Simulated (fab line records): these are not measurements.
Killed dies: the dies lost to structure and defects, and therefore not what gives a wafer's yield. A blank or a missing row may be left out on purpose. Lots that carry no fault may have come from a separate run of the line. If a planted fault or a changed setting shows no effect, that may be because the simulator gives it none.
Which tool is to blame? ; flow sky130 ; 14 lots with 42 wafers sampled at 4 steps, on a route of 708 steps

WHAT THE GAUGES READ, wafer by wafer
SKY_SD_P_OVL_MEAS_08.
lot;measured;on;SD_P_OVL (nm)
L961;day 26 02:32;overlay-01;1.6 1.3 1.9
L965;day 27 00:42;overlay-02;-0.1 0.4 -1.4
L967;day 28 17:14;overlay-02;-0.2 0.7 0.6
L968;day 28 19:42;overlay-01;-0.1 0.9 0.4
L969;day 29 05:09;overlay-02;2.8 0.5 0.9
L970;day 29 20:10;overlay-01;2.6 1.9 1.8
L973;day 30 20:19;overlay-02;-1.6 -2.3 -1.2
L977;day 31 22:04;overlay-01;0.0 -1.8 -0.4
L976;day 31 22:20;overlay-02;- - -
L979;day 32 06:48;overlay-01;0.2 -0.4 -1.5
L978;day 32 09:36;overlay-01;- - -
L980;day 32 10:11;overlay-01;3.3 2.6 3.0
L981;day 32 17:28;overlay-01;1.9 0.3 1.8
L982;day 33 05:13;overlay-02;1.4 -1.0 0.9

SKY_RES_XHIGH_TW_MEAS_09.
lot;measured;on;RES_XHIGH_TW
L961;day 27 07:59;film-metro-01;1659 1658 1656
L965;day 28 06:08;film-metro-01;1650 1641 1664
L967;day 29 21:14;film-metro-04;1646 1642 1642
L968;day 29 23:59;film-metro-02;1651 1650 1644
L969;day 30 09:07;film-metro-04;1633 1635 1627
L970;day 31 00:09;film-metro-04;1642 1640 1639
L973;day 32 00:56;film-metro-04;1640 1634 1638
L977;day 33 01:32;film-metro-01;1653 1658 1654
L976;day 33 01:50;film-metro-02;1656 1654 1657
L979;day 33 09:14;film-metro-04;1635 1645 1642
L978;day 33 12:52;film-metro-02;1663 1658 1653
L980;day 33 13:32;film-metro-02;1665 1659 1658
L981;day 33 21:09;film-metro-04;1640 1634 1630
L982;day 34 07:33;film-metro-04;1650 1641 1633

TOOL THAT RAN EACH LOT (tool first, then ch and the chambers of the sampled wafers, then the start)
lot;SKY_POLY_CUT_ETCH_10;SKY_SD_P_DEVELOP_06
L961;rie-diel-03 ch 0,3, day 24 22:08;litho-track-01 ch 0, day 26 02:17
L965;rie-diel-01 ch 0,1, day 25 19:19;litho-track-03 ch 0, day 27 00:26
L967;rie-diel-02 ch 1,2,3, day 27 13:04;litho-track-01 ch 0, day 28 16:58
L968;rie-diel-03 ch 0,2,3, day 27 14:52;litho-track-03 ch 0, day 28 19:26
L969;rie-diel-03 ch 2,3, day 28 01:02;litho-track-01 ch 0, day 29 04:56
L970;rie-diel-02 ch 2,3, day 28 16:37;litho-track-02 ch 0, day 29 19:55
L973;rie-diel-01 ch 0,1, day 29 16:55;litho-track-02 ch 0, day 30 20:04
L977;rie-diel-03 ch 0,1,3, day 30 18:10;litho-track-01 ch 0, day 31 21:46
L976;rie-diel-01 ch 0,3, day 30 18:59;litho-track-01, day 31 22:04
L979;rie-diel-02 ch 0,2, day 31 02:50;litho-track-03 ch 0, day 32 06:32
L978;rie-diel-03 ch 1,3, day 31 05:23;litho-track-01, day 32 09:22
L980;rie-diel-01 ch 0,3, day 31 05:58;litho-track-01 ch 0, day 32 09:55
L981;rie-diel-02 ch 0,2, day 31 14:46;litho-track-03 ch 0, day 32 17:14
L982;rie-diel-02 ch 0,2,3, day 32 02:25;litho-track-03 ch 0, day 33 04:58
- SKY_POLY_CUT_ETCH_10: etches BARC in N2/H2, stops on SiO2, time 45.9 s, target depth 60 nm.
- SKY_SD_P_DEVELOP_06: develop time 60 s.

WHAT THE TOOLS THEMSELVES READ (means of the sampled wafers that have a number; where no wafer has one, the mark that the record gives instead)
SKY_POLY_CUT_ETCH_10.
lot;tool;drypump-motor-current-A (A);oes-product-au (a.u.);throttle-valve-pct (%)
L961;rie-diel-03;5.5;0.851;13.217
L965;rie-diel-01;5.7;0.856;13.217
L967;rie-diel-02;5.6;0.855;13.222
L968;rie-diel-03;5.2;0.862;13.223
L969;rie-diel-03;4.9;0.858;13.223
L970;rie-diel-02;6.1;0.849;13.218
L973;rie-diel-01;5.7;0.853;13.230
L977;rie-diel-03;5.3;0.853;13.226
L976;rie-diel-01;5.7;0.852;13.224
L979;rie-diel-02;6.3;0.854;13.214
L978;rie-diel-03;5.1;0.858;13.219
L980;rie-diel-01;5.7;0.851;13.237
L981;rie-diel-02;6.1;0.859;13.216
L982;rie-diel-02;5.9;0.857;13.230

SKY_SD_P_DEVELOP_06.
lot;tool;chill-plate-temp-C (C)
L961;litho-track-01;23.03
L965;litho-track-03;23.02
L967;litho-track-01;23.11
L968;litho-track-03;22.91
L969;litho-track-01;22.84
L970;litho-track-02;23.10
L973;litho-track-02;22.99
L977;litho-track-01;23.02
L976;litho-track-01;-
L979;litho-track-03;23.00
L978;litho-track-01;-
L980;litho-track-01;23.05
L981;litho-track-03;22.88
L982;litho-track-03;22.81

THE ANSWER, worked out from the rows above alone
Rule: the lots themselves supply what counts as usual. The widest of any qualifying gaps counts: lots, ordered by their means at a reading, are off when they make up no more than a third of the lots, leave a main group of 4 or more, and stand apart from it by 3 or more times the standard deviation of that group's means. The tables above print the reading to a certain number of digits; a main group whose means all agree to those digits is not used. A lot without any number at a reading at which 4 lots or more have one is off too. The other lots that the step has rows for count as sound. First the gauges in route order, then the tools' own readings, where a lot's mean is used as printed above. The first step at which some lot is off is used, and at that step the reading that is off furthest; a lot without a number counts as furthest.
Off: at SKY_SD_P_OVL_MEAS_08 (SD_P_OVL), L976, L978. Without a number there: L976, L978. The main group has a mean of 0.6 nm with a standard deviation of 1.3.
If a tool, at a process step before that reading, ran all the lots that are off and no sound lot after the first of them, it fits. Not tried: the gauges at SKY_SD_P_OVL_MEAS_08; whatever is off there is also off at SKY_SD_P_DEVELOP_06, on other tools, and gauge error can't account for it. Not one of the candidates tried fits.

WHAT HAD BEEN PUT IN BY THE SIMULATOR
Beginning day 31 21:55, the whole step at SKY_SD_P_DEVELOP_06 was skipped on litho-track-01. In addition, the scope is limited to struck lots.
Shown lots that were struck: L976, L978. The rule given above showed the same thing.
